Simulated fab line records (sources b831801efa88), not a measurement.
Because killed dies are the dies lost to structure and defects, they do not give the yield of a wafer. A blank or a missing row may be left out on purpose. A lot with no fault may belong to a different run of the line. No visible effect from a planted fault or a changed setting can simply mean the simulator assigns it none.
A struck lot beside a sound one -- flow sky130 -- 16 steps out of a route of 708
Sound: wafers L556.1, L556.5, L556.6. Struck: wafer L562.3. (L562.1, L562.4 of the same lot were not struck and are left out.) The cause comes at the end.
Per side, at each step with rows, come the tool, then ch with its chambers, and then its first start. Under that, the readings that differ: sound wafers -- struck wafers -- difference of the means -- sigmas: that difference in standard deviations of wafers without a fault.
alike: a reading whose means differ by less than 2 such deviations, as well as words and numbers matching on both sides. not compared: withheld readings; readings where some wafer has no value; bounds like >300 that might hide an equal value; numbers whose values overlap and for which the record gives no deviation.
The two part at a step that has a row with sigmas, a row that says differs or no value, or rows on one side only. Non-overlapping numbers with no deviation appear without sigmas and do not part them. A reading that every wafer of one side lacks parts them only if that side has two wafers or more.

first, 2 steps without rows for these wafers: SKY_METAL4_PEB_11; SKY_METAL4_DEVELOP_12 (develop time 60 s).
SKY_METAL4_CD_MEAS_13: target cd 300 nm.
  struck on cdSem-02, day 45 00:37; sound on cdSem-02, day 43 06:08
reading,sound,struck,difference,sigmas
cdNm (nm),300.3 300.6 300.0,297.7,-2.6,-2
SKY_METAL4_OVL_MEAS_14:
  struck on overlay-01, day 45 00:44; sound on overlay-02, day 43 06:15
  alike: METAL4_OVL
then, 1 step without rows for these wafers: SKY_METAL4_DESCUM_15 (chemistry O2, time 8 s).
SKY_METAL4_ETCH_16: etches BARC in N2/H2, stops on SiO2, time 88.2 s, target depth 60 nm.
  sound on rieMetal-02 ch 0,1, day 43 06:19; struck on rieMetal-04 ch 1, day 45 00:49
reading,sound,struck,difference,sigmas
drypumpMotorCurrentA (A),4.8 5.2 4.8,6.0,+1.1,+2
  alike: h2FlowSccm, n2FlowSccm, oesProductAu, throttleValvePct
  not compared: rfHoursCounterH
SKY_METAL4_ETCH_17: etches SiO2 in C4F8/O2/Ar, stops on TiN, time 3.9 s, target depth 15 nm.
  sound on rieDiel-04 ch 2,3, day 43 06:25; struck on rieDiel-03 ch 2, day 45 00:54
  alike: oesProductAu
  not compared: rfHoursCounterH
SKY_METAL4_METAL_ETCH_18: etches the open film in Cl2/BCl3, stops on SiO2, target depth 845 nm, time 183.1 s.
  sound on rieMetal-04 ch 0,1, day 43 06:26; struck on rieMetal-02 ch 1, day 45 00:55
reading,sound,struck,difference,sigmas
drypumpMotorCurrentA (A),6.0 6.0 5.4,4.8,-1.0,-2
oesProductAu (a.u.),0.869 0.867 0.873,0.849,-0.021,-3
  alike: throttleValvePct
  not compared: rfHoursCounterH
SKY_METAL4_STRIP_19: strips in O2/N2.
  sound on plasmaAsher-01 ch 0,1, day 43 06:37; struck on plasmaAsher-03 ch 0, day 45 01:06
  alike: drypumpMotorCurrentA, n2FlowSccm, oesProductAu, stripTimeToEndpointS
  not compared: rfHoursCounterH
then, 3 steps without rows for these wafers: SKY_METAL4_STRIP_20 (strips in post etch residue remover, time 1200 s); SKY_METAL4_CLEAN_21 (cleans in IPA, time 180 s); SKY_METAL4_CLEAN_22 (cleans in O3/DIW).
SKY_VIA4_HDPCVD_00: deposits SiO2, target thk 1750 nm, time 291.7 s.
  sound on hdpcvd-02 ch 0,1,2, day 43 07:16; struck on hdpcvd-01 ch 0, day 45 01:41
reading,sound,struck,difference,sigmas
runLengthS (s),320.1 319.6 319.2,426.8,+107.2,+99 or more
model.SiO2_of_VIA4_HDPCVD_00.thkNm (nm),1743 1765 1747,2392,+640,
  alike: susceptorTempC
SKY_VIA4_THK_MEAS_01:
  struck on filmMetro-03, day 45 01:52; sound on filmMetro-04, day 43 07:27
reading,sound,struck,difference,sigmas
VIA4_HDPCVD_THK (nm),1744 1765 1748,2393,+641,+29
SKY_VIA4_CMP_02: polishes SiO2.
  sound on cmp-02 ch 0,1,2, day 43 07:40; struck on cmp-02 ch 0, day 45 01:59
reading,sound,struck,difference,sigmas
headPressurePsi (psi),4.003 3.990 3.991,4.022,+0.027,+3
  alike: motorCurrentA, retainingRingPressureFrac
-- the record jumps here: 4 days lie between the struck wafers' starts before and after (it left off in module VIA4 and takes up again in module PAD_OPEN, whose first step shown is number 708 of the route) --
SKY_PAD_OPEN_PROBE_99:
  struck on prober-02, day 48 15:30; sound on prober-02, day 47 03:11
  alike: defectLimitedYield, killed_at_M0_to_M3, killed_at_M4_up, killedAtContacts, killedAtFrontEnd, killedAtOther, killedDies, killedOnRim, killedOpen, killedShort, sort_bin_3_pad_short, sort_bin_5_function, sort_bin_6_memory, sortNPass, sortYieldPct

WHERE THEY PART
At SKY_METAL4_CD_MEAS_13 first; at SKY_VIA4_CMP_02 last (within this record only). Later steps at which nothing parts them and some readings are alike: SKY_PAD_OPEN_PROBE_99.

WHY: whatever the simulator had introduced
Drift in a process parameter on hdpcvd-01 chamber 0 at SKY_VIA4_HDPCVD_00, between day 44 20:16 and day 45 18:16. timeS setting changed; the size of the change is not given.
